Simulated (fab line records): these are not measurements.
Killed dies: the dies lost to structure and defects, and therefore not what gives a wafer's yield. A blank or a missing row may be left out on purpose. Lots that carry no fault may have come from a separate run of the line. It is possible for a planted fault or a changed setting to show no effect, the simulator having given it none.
A struck lot beside a sound one    flow sky130    38 out of 708 route steps
Sound: wafers L298.1, L298.2, L298.4. Wafers L289.1, L289.2, L289.4 were the ones struck. Last of all comes the cause.
Per side, at each step with rows, come the tool, then ch with its chambers, and then its first start. Under that, the readings that differ: sound wafers    struck wafers    difference of the means    sigmas: that difference in standard deviations of wafers without a fault.
alike: a reading whose means differ by less than 2 such deviations, as well as words and numbers matching on both sides. not compared: withheld readings; readings where some wafer has no value; bounds like >300 that might hide an equal value; numbers whose values overlap and for which the record gives no deviation.
Wherever a step has rows on one side only, a row that says differs or no value, or a row with sigmas, the two part there. Numbers that have no deviation but don't overlap get no sigmas and don't part them. A reading missing from all wafers of one side parts the sides only when that side holds two or more wafers.

first, 10 steps without rows for these wafers: SKY_GATE_OXIDE_COAT_05 (resist thk 1162 nm); SKY_GATE_OXIDE_SOFTBAKE_06 (time 60 s); SKY_GATE_OXIDE_EXPOSE_07 (exposes mask LVOM, target cd 600 nm); SKY_GATE_OXIDE_PEB_08; SKY_GATE_OXIDE_DEVELOP_09 (develop time 60 s); SKY_GATE_OXIDE_IMPLANT_11; SKY_GATE_OXIDE_WET_ETCH_12 (etches SiO2 in dHF, target depth 16.8 nm, time 336 s); SKY_GATE_OXIDE_STRIP_13 (strips in O2/N2); SKY_GATE_OXIDE_CLEAN_15 (cleans in SC1/SC2, time 150 s); SKY_GATE_OXIDE_OXIDATION_16 (stabilise 600 s, purge 300 s, target thk 3.57 nm).
SKY_POLY_GATE_CVD_00: deposits poly-Si, target thk 180 nm, time 720 s.
  sound on lpcvd-01 ch 0, day 21 08:01; struck on lpcvd-01 ch 1, day 18 07:28
reading                                        sound            struck             difference  sigmas
model.poly-Si_of_POLY_GATE_CVD_00.thk_nm (nm)  178.6 179.2 179  243.3 244.4 245.1  +65.3       
  alike: zone_power_lower_pct
SKY_POLY_GATE_THK_MEAS_01:
  sound: film_metro-02 at day 21 09:13; struck: film_metro-02 at day 18 08:40
reading                    sound              struck             difference  sigmas
POLY_GATE_CVD_00_THK (nm)  178.8 179.1 178.9  243.4 244.4 245.2  +65.4       +41
then, 21 steps without rows for these wafers: SKY_RES_PROTECT_DEHYDRATE_00 (time 60 s); SKY_RES_PROTECT_HMDS_01 (prime time 60 s); SKY_RES_PROTECT_COAT_02 (resist thk 1140 nm); SKY_RES_PROTECT_SOFTBAKE_03 (time 60 s); SKY_RES_PROTECT_EXPOSE_04 (exposes mask RPM, target cd 1270 nm); SKY_RES_PROTECT_PEB_05; SKY_RES_PROTECT_DEVELOP_06 (develop time 60 s); SKY_POLY_GATE_IMPLANT_02; SKY_RES_PROTECT_STRIP_07 (strips in O2/N2); SKY_RES_PROTECT_CLEAN_09 (cleans in SC1/SC2, time 150 s); SKY_POLY_GATE_CVD_03 (deposits Si3N4 from DCS/NH3, target thk 75 nm, time 1290 s); SKY_POLY_GATE_DEHYDRATE_05 (time 60 s); SKY_POLY_GATE_HMDS_06 (prime time 60 s); SKY_POLY_GATE_COAT_07 (resist thk 110 nm); SKY_POLY_GATE_COAT_08 (resist thk 450 nm); SKY_POLY_GATE_SOFTBAKE_09 (time 90 s); SKY_POLY_GATE_EXPOSE_10 (exposes mask P1M, target cd 150 nm); SKY_POLY_GATE_PEB_11; SKY_POLY_GATE_DEVELOP_12 (develop time 60 s); SKY_POLY_GATE_ETCH_15 (etches BARC in N2/H2, stops on SiO2, time 118.5 s, target depth 110 nm); SKY_POLY_GATE_ETCH_16 (etches Si3N4 in CH3F/O2, stops on poly-Si, time 147.5 s, target depth 75 nm).
-- the record jumps here: 3 days lie between the struck wafers' starts before and after --
SKY_POLY_GATE_ETCH_17: etches poly-Si in HBr/Cl2, stops on SiO2, target depth 180 nm, time 70.5 s.
  sound on rie_si-02 ch 0,2,3, day 23 22:18; struck on rie_si-01 ch 0,2,3, day 20 23:45
reading                 sound              struck             difference  sigmas
oes_product_au (a.u.)   0.979 0.985 0.975  0.990 1.013 1.004  +0.023      +3
rf_hours_counter_h (h)  0 0 0              3 11 46            +20         
  alike: bias_w, chamber_pressure_mTorr, drypump_motor_current_A, he_backside_leak_sccm, rf_fwd_power_W, throttle_valve_pct
  not compared: model.POLY_GATE.feature_depth_nm, model.etch.depth_nm
then, 2 steps without rows for these wafers: SKY_POLY_GATE_STRIP_18 (strips in O2/N2); SKY_POLY_GATE_CLEAN_19 (cleans in SC1/SC2, time 150 s).
-- the record jumps here: 8 days lie between the struck wafers' starts before and after (it left off in module POLY_GATE and takes up again in module POLY_CUT, whose first step shown is number 318 of the route) --
SKY_POLY_CUT_ETCH_11: etches Si3N4 in CF4/CH2F2/Ar, stops on poly-Si, time 43.17 s, target depth 60 nm.
  sound on rie_diel-02 ch 1,2,3, day 31 07:05; struck on rie_diel-02 ch 1,2,3, day 28 14:38
reading                                        sound              struck             difference  sigmas
model.poly-Si_of_POLY_GATE_CVD_00.thk_nm (nm)  177.8 178.3 178.1  242.5 243.5 244.3  +65.4       
  alike: chamber_pressure_mTorr, drypump_motor_current_A, oes_product_au, throttle_valve_pct
  not compared: rf_hours_counter_h
-- the record jumps here: 20 days lie between the struck wafers' starts before and after (it left off in module POLY_CUT and takes up again in module PAD_OPEN, whose first step shown is number 708 of the route) --
SKY_PAD_OPEN_PROBE_99:
  sound: prober-01 at day 50 12:35; struck: prober-02 at day 48 18:07
reading                               sound              struck             difference  sigmas
model.etest.res_xhigh_po.line_ohm_um  5776 5898 5651     6730 6569 6859     +944        
model.etest.res_xhigh_po.rs_ohm_sq    2022 2054 1976     2342 2265 2376     +310        
model.etest.tip_sonos.rs_ohm_sq       2757 2793 2767     2904 2870 2885     +114        
model.etest.res_high_po.line_ohm_um   761.9 765.2 747.9  645.6 631.6 645.7  -117.4      
model.etest.res_poly.line_ohm_um      531.1 517.1 523.5  441.5 433.7 434.8  -87.2       
model.etest.licon_high_po.rc_ohm      339.9 341.2 336.9  437.2 403.5 429.9  +84.2       
model.etest.res_high_po.rs_ohm_sq     265.2 266.4 259.8  226.3 223 228      -38.0       
model.etest.licon_poly.rc_ohm         156.3 149.4 149.3  182 175.9 176.4    +26         

WHERE THEY PART
Last at SKY_POLY_GATE_ETCH_17 as far as this record goes, first at SKY_POLY_GATE_THK_MEAS_01. Later steps at which nothing parts them and some readings are alike: SKY_POLY_CUT_ETCH_11.

WHY: what had been put in by the simulator
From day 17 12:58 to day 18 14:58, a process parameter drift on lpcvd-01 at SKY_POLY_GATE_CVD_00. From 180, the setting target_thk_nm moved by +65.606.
